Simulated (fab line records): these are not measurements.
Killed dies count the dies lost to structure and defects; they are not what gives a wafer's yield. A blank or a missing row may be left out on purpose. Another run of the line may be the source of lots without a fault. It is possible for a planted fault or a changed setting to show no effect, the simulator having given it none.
Commonality check across tools || flow gf180mcu || Sample size 12 lots and 42 wafers

== WHAT PROMPTED THE OPENING ==
GF_MVSD_TW_MEAS_11, reading MVSD_TW: flagged on 2 of 12 lots. Fault-free wafers read 1572, with a standard deviation of 9.2.
Rule: a lot is flagged when every wafer of it that has a number lies more than 4 standard deviations from that mean, or none has a number. The rest of the lots are taken to be sound.

{"lot": "L368", "measured": "day 4 13:16", "on": "film-metro-01", "MVSD_TW, wafer by wafer": "1585 1574 1574", "flag": ""}
{"lot": "L370", "measured": "day 4 22:13", "on": "film-metro-03", "MVSD_TW, wafer by wafer": "1563 1581 1564", "flag": ""}
{"lot": "L371", "measured": "day 5 04:31", "on": "film-metro-03", "MVSD_TW, wafer by wafer": "1578 1580 1577", "flag": ""}
{"lot": "L372", "measured": "day 5 09:52", "on": "film-metro-01", "MVSD_TW, wafer by wafer": "1568 1568 1568", "flag": ""}
{"lot": "L376", "measured": "day 6 08:24", "on": "film-metro-03", "MVSD_TW, wafer by wafer": "1502 1510 1502 1507 1512 1497", "flag": "FLAGGED"}
{"lot": "L381", "measured": "day 7 18:17", "on": "film-metro-03", "MVSD_TW, wafer by wafer": "1514 1511 1514 1507 1506 1512", "flag": "FLAGGED"}
{"lot": "L382", "measured": "day 8 01:46", "on": "film-metro-03", "MVSD_TW, wafer by wafer": "1548 1551 1561", "flag": ""}
{"lot": "L383", "measured": "day 8 04:41", "on": "film-metro-01", "MVSD_TW, wafer by wafer": "1587 1588 1589", "flag": ""}
{"lot": "L385", "measured": "day 9 00:20", "on": "film-metro-02", "MVSD_TW, wafer by wafer": "1572 1580 1573", "flag": ""}
{"lot": "L388", "measured": "day 9 13:08", "on": "film-metro-03", "MVSD_TW, wafer by wafer": "1564 1566 1574", "flag": ""}
{"lot": "L390", "measured": "day 9 23:05", "on": "film-metro-01", "MVSD_TW, wafer by wafer": "1578 1562 1572", "flag": ""}
{"lot": "L391", "measured": "day 10 05:15", "on": "film-metro-03", "MVSD_TW, wafer by wafer": "1575 1571 1567", "flag": ""}
The numbers of the flagged lots are 1508 on average: -64 against the usual, or -7 standard deviations.

== TOOL THAT RAN EACH LOT ==
The record keeps 1 process step preceding the reading, out of 602 steps on the route. Cell contents, in order: the tool; ch with the chambers the sampled wafers went through; the start.
{"lot": "L368", "flag": "", "GF_MVSD_IMPLANT_08": "implanter-01 ch 0, day 4 12:53"}
{"lot": "L370", "flag": "", "GF_MVSD_IMPLANT_08": "implanter-03 ch 0, day 4 21:50"}
{"lot": "L371", "flag": "", "GF_MVSD_IMPLANT_08": "implanter-03 ch 0, day 5 04:07"}
{"lot": "L372", "flag": "", "GF_MVSD_IMPLANT_08": "implanter-01 ch 0, day 5 09:29"}
{"lot": "L376", "flag": "FLAGGED", "GF_MVSD_IMPLANT_08": "implanter-03 ch 0, day 6 08:00"}
{"lot": "L381", "flag": "FLAGGED", "GF_MVSD_IMPLANT_08": "implanter-03 ch 0, day 7 17:54"}
{"lot": "L382", "flag": "", "GF_MVSD_IMPLANT_08": "implanter-01 ch 0, day 8 01:23"}
{"lot": "L383", "flag": "", "GF_MVSD_IMPLANT_08": "implanter-02 ch 0, day 8 04:19"}
{"lot": "L385", "flag": "", "GF_MVSD_IMPLANT_08": "implanter-02 ch 0, day 8 23:56"}
{"lot": "L388", "flag": "", "GF_MVSD_IMPLANT_08": "implanter-01 ch 0, day 9 12:46"}
{"lot": "L390", "flag": "", "GF_MVSD_IMPLANT_08": "implanter-02 ch 0, day 9 22:43"}
{"lot": "L391", "flag": "", "GF_MVSD_IMPLANT_08": "implanter-03 ch 0, day 10 04:51"}
What these steps do:
- GF_MVSD_IMPLANT_08
- GF_MVSD_TW_MEAS_11

== FLAGGED OVER TOTAL, TOOL BY TOOL (the gauges that took the reading come last) ==
{"step": "GF_MVSD_IMPLANT_08", "tool": "implanter-01", "lots run": 4, "flagged": 0, "share of the flagged lots": "none", "sound lots run after its first flagged lot": "-"}
{"step": "GF_MVSD_IMPLANT_08", "tool": "implanter-02", "lots run": 3, "flagged": 0, "share of the flagged lots": "none", "sound lots run after its first flagged lot": "-"}
{"step": "GF_MVSD_IMPLANT_08", "tool": "implanter-03", "lots run": 5, "flagged": 2, "share of the flagged lots": "all", "sound lots run after its first flagged lot": "1 (L391)"}
{"step": "GF_MVSD_TW_MEAS_11", "tool": "film-metro-01", "lots run": 4, "flagged": 0, "share of the flagged lots": "none", "sound lots run after its first flagged lot": "-"}
{"step": "GF_MVSD_TW_MEAS_11", "tool": "film-metro-02", "lots run": 1, "flagged": 0, "share of the flagged lots": "none", "sound lots run after its first flagged lot": "-"}
{"step": "GF_MVSD_TW_MEAS_11", "tool": "film-metro-03", "lots run": 7, "flagged": 2, "share of the flagged lots": "all", "sound lots run after its first flagged lot": "3 (L382,L388,L391)"}

== WHAT THE TABLE PERMITS ==
Table rows that saw every flagged lot: 2, namely implanter-03 at GF_MVSD_IMPLANT_08 and film-metro-03 at GF_MVSD_TW_MEAS_11.
- implanter-03 at GF_MVSD_IMPLANT_08 ran 5 lots, 2 of them flagged. Lots that were sound ran on it after the first flagged one (L391); a persistent fault on the entire tool would not allow that. Its own readings (dose-ions-cm2, faraday-current-uA) fall more than 4 standard deviations out on all wafers of the flagged lots.
- film-metro-03 at GF_MVSD_TW_MEAS_11 ran 7 lots, 2 of them flagged. Lots that were sound ran on it after the first flagged one (L382, L388, L391); a persistent fault on the entire tool would not allow that.
Not one row of the table ran every flagged lot while running no sound lot after the first.

== WHAT THE SIMULATOR PUT IN ==
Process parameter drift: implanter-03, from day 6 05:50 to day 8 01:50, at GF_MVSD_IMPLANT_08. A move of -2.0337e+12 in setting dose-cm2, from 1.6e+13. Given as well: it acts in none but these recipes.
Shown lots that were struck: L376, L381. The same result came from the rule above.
